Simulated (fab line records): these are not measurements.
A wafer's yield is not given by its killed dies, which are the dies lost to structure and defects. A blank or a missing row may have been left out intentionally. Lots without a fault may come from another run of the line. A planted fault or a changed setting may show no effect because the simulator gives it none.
A single fault, viewed from 2 desks | flow sfq line | only its own numbers are on each desk; what lay behind them is given at the end

## DESK OF THE TOOL OWNER: pvd sputter-03
The tool's own readings at SFQ_TRILAYER_M4_DEP_SPUTTER_091 (material Nb, target thk 200 nm, time 133.3 s): means of the sampled wafers that have a number, for each lot that ran on this tool. The brackets show how far a lot's mean lies from the usual mean; more than 4 standard deviations puts the lot out of limits, marked OUT.
Columns: A = base pressure pa at SFQ_TRILAYER_M4_DEP_SPUTTER_091, usual 1.34e-06 Pa; B = throttle valve pct at SFQ_TRILAYER_M4_DEP_SPUTTER_091, usual 29.9 %
lot  | first seen here | A        | B
L482 | day 51 03:42    | 1.37e-06 | 29.9
L485 | day 52 16:18    | 1.24e-06 | 29.2
L487 | day 53 03:44    | 1.35e-06 | 30.2
L494 | day 55 17:21    | 1.37e-06 | 29.9
L498 | day 57 02:14    | 1.32e-06 | 28.6
L503 | day 58 05:53    | 1.31e-06 | 29.7
L504 | day 58 20:13    | 1.27e-06 | 29.8
Result from this desk: across the 7 lots, nothing is out of limits.

## THE METROLOGY DESK
Means of the sampled wafers that have a number, per lot and without regard to the tool the lot ran on: this is what the gauges read. The brackets show how far a lot's mean lies from the usual mean; more than 4 standard deviations puts the lot out of limits, marked OUT.
Columns: A = M4_NB_RS at SFQ_M4_RS_MEAS_924, usual 0.897 ohm/sq
lot  | first seen here | A
L481 | day 50 22:27    | 0.886
L482 | day 51 03:47    | 0.903
L485 | day 52 16:23    | 0.716 (-14) OUT
L487 | day 53 03:49    | 0.780 (-9.0) OUT
L494 | day 55 17:29    | 0.906
L495 | day 56 07:12    | 0.885
L496 | day 56 16:42    | 0.899
L498 | day 57 02:23    | 0.903
L499 | day 57 03:32    | 0.909
L500 | day 57 05:54    | 0.890
L501 | day 57 15:32    | 0.908
L502 | day 57 20:22    | 0.894
L503 | day 58 05:59    | 0.899
L504 | day 58 20:18    | 0.906
This desk reports L485, L487 out of limits; the earliest was L485 at day 52 16:23 (M4_NB_RS at SFQ_M4_RS_MEAS_924). In limits: L481, L482, L494, L495, L496, L498, L499, L500, L501, L502, L503, L504.

## PUT TOGETHER
On L485, L487, the metrology desk was in a position to raise an alarm at day 52 16:23.
Nothing out of limits was seen by the tool owner's desk.
On record at the tool owner's desk: L485, L487, within its limits.
On pvd sputter-03, each named lot ran SFQ_TRILAYER_M4_DEP_SPUTTER_091.

## WHAT THE SIMULATOR HAD PUT IN
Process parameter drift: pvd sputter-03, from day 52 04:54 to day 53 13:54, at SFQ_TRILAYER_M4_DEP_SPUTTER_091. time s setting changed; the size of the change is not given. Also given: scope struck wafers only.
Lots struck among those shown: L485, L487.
Time in hours between the start of the fault and the first out-of-limits reading at each desk: metrology desk, 11.
